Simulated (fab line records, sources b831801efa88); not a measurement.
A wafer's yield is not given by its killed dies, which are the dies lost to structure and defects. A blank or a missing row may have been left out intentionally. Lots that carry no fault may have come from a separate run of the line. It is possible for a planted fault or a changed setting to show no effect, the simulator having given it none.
Which of the tools did it? + flow sky130 + Sampling: 12 lots, 36 wafers, 3 of 708 route steps

WHAT THE GAUGES SHOWED, per wafer
SKY_PASSIVATION_THK_MEAS_01.
| lot  | measured     | on            | PASSIVATION_CVD_00_THK (nm) |
|------|--------------|---------------|-----------------------------|
| L969 | day 43 21:07 | film_metro-03 | 88.4 89.6 89.5              |
| L970 | day 44 07:47 | film_metro-04 | 91.1 89.3 91.7              |
| L971 | day 44 14:50 | film_metro-03 | 89.4 89.5 91.3              |
| L974 | day 45 08:18 | film_metro-04 | 89.1 88.8 89.8              |
| L972 | day 45 08:23 | film_metro-01 | 88.0 88.2 89.5              |
| L973 | day 45 11:59 | film_metro-04 | 90.1 91.0 91.6              |
| L976 | day 45 22:44 | film_metro-04 | 88.3 90.4 90.4              |
| L978 | day 46 10:07 | film_metro-03 | 88.5 89.5 90.2              |
| L980 | day 46 22:36 | film_metro-03 | 87.2 91.2 89.0              |
| L981 | day 47 05:14 | film_metro-03 | 90.9 90.3 91.9              |
| L984 | day 47 21:16 | film_metro-03 | 90.7 90.7 92.2              |
| L986 | day 48 11:01 | film_metro-04 | 89.0 88.5 90.8              |

EACH LOT AND THE TOOL THAT RAN IT (in order: tool; ch and the chambers of the sampled wafers; start)
| lot  | SKY_VIA3_CLEAN_18               | SKY_VIA4_CVD_18               |
|------|---------------------------------|-------------------------------|
| L969 | wet_bench-04 ch 1, day 39 14:57 | cvd_w-02 ch 0,1, day 42 20:39 |
| L970 | wet_bench-01 ch 0, day 40 03:24 | cvd_w-01 ch 0,1, day 43 07:13 |
| L971 | wet_bench-01 ch 2, day 40 11:07 | cvd_w-01 ch 0,1, day 43 14:31 |
| L974 | wet_bench-01 ch 1, day 41 07:57 | cvd_w-01 ch 0,1, day 44 07:58 |
| L972 | wet_bench-02 ch 2, day 41 08:17 | cvd_w-01 ch 0,1, day 44 08:42 |
| L973 | wet_bench-02 ch 3, day 41 11:11 | cvd_w-02 ch 0,1, day 44 12:38 |
| L976 | wet_bench-02 ch 1, day 41 23:25 | cvd_w-01 ch 0,1, day 45 00:09 |
| L978 | wet_bench-02 ch 3, day 42 11:34 | cvd_w-01 ch 0,1, day 45 11:36 |
| L980 | wet_bench-01 ch 3, day 43 01:40 | cvd_w-02 ch 0,1, day 45 23:41 |
| L981 | wet_bench-01 ch 0, day 43 10:13 | cvd_w-02 ch 0,1, day 46 06:59 |
| L984 | wet_bench-02 ch 1, day 44 03:24 | cvd_w-02 ch 0,1, day 46 23:10 |
| L986 | wet_bench-02 ch 2, day 44 19:02 | cvd_w-01 ch 0,1, day 47 14:40 |
- SKY_VIA3_CLEAN_18: cleans in IPA, time 180 s.
- SKY_VIA4_CVD_18: deposits W, target thk 505 nm, time 152.14 s.

AS READ BY THE TOOLS THEMSELVES (means over the sampled wafers that have a number; for cases with no such wafer, the mark the record gives instead)
SKY_VIA3_CLEAN_18.
| lot  | tool         | temp_c (C) |
|------|--------------|------------|
| L969 | wet_bench-04 | 25.06      |
| L970 | wet_bench-01 | 25.20      |
| L971 | wet_bench-01 | 24.96      |
| L974 | wet_bench-01 | 25.01      |
| L972 | wet_bench-02 | 24.92      |
| L973 | wet_bench-02 | 24.95      |
| L976 | wet_bench-02 | 25.02      |
| L978 | wet_bench-02 | 25.10      |
| L980 | wet_bench-01 | 24.96      |
| L981 | wet_bench-01 | 25.06      |
| L984 | wet_bench-02 | 25.03      |
| L986 | wet_bench-02 | 24.95      |

SKY_VIA4_CVD_18.
| lot  | tool     | heater_power_w (W) | susceptor_temp_C (C) |
|------|----------|--------------------|----------------------|
| L969 | cvd_w-02 | 856                | 400.18               |
| L970 | cvd_w-01 | 781                | 400.01               |
| L971 | cvd_w-01 | 786                | 400.24               |
| L974 | cvd_w-01 | 778                | 399.98               |
| L972 | cvd_w-01 | 786                | 399.81               |
| L973 | cvd_w-02 | 873                | 399.99               |
| L976 | cvd_w-01 | 789                | 399.88               |
| L978 | cvd_w-01 | 769                | 399.97               |
| L980 | cvd_w-02 | 879                | 400.17               |
| L981 | cvd_w-02 | 883                | 399.85               |
| L984 | cvd_w-02 | 856                | 399.95               |
| L986 | cvd_w-01 | 774                | 400.04               |

THE ANSWER, worked out from the rows above alone
Rule: usual is defined by the lots themselves. Put in order of their means at a reading, lots are off if they are a third of the lots or fewer, leave a main group of 4 or more, and stand apart from it by a gap of 3 or more times the standard deviation of the main group's means; of several such gaps the widest counts. A main group whose means are all the same, to the digits that the tables above print for the reading, isn't used. Also off: a lot with no number at a reading for which 4 or more lots have one. All remaining lots with rows at the step are treated as sound. Order of review: gauges by route order, followed by the tools' own readings, for which a lot's mean as printed above is used. The first step at which some lot is off is used, and at that step the reading that is off furthest; a lot without a number counts as furthest.
None of the lots is off at any reading shown; this tells nothing.

WHAT THE SIMULATOR HAD PUT IN
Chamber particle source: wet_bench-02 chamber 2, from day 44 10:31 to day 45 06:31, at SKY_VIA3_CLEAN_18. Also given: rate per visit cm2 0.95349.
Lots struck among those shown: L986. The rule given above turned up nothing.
